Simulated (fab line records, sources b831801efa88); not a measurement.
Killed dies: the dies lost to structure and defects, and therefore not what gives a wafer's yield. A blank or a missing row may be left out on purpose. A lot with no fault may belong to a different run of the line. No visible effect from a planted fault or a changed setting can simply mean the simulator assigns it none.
Matching of chambers	flow gf180mcu	3 sister chambers for GF_V4_CVD_00 on hdpcvd-02
The step deposits SiO2, target thk 600 nm, time 100 s. 3 wafers are shown with their chamber, then 7 later ones without.

== EACH WAFER AND ITS CHAMBER ==
wafer	chamber	sih4-flow-sccm (sccm)
L187.3	1	60.06
L189.1	2	60.22
L189.2	0	59.99

== WAFERS MISSING THEIR CHAMBER ==
wafer	sih4-flow-sccm (sccm)
L189.4	59.99
L191.1	60.42
L191.3	60.16
L191.4	60.04
L192.3	60.07
L192.4	60.18
L192.6	59.99

== THE CHAMBER EACH PASSED THROUGH ==
wafer	from the rows above	in truth
L189.4	can't be placed: 0 or 1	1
L191.1	can't be placed: 2 or 1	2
L191.3	can't be placed: 2 or 1 or 0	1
L191.4	can't be placed: 1 or 0 or 2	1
L192.3	can't be placed: 1 or 0 or 2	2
L192.4	can't be placed: 2 or 1 or 0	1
L192.6	can't be placed: 0 or 1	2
Placed correctly: 0 of 7. Unplaceable from these rows: 7, with the true chamber sitting among the candidates in 6. Placed wrongly: 0.
How it was worked out, from the rows above alone: a wafer's distance from a chamber is the root of the sum, over the readings, of the square of ((its reading less the chamber's mean) divided by the reading's scatter). The wafer belongs to the nearest chamber; if the next one is less than 2 further off, it can't be placed. The mean given for a chamber averages the wafers shown for that chamber. The scatter: root of mean squared gap, hidden wafer to nearest shown wafer, with one shown wafer a chamber.
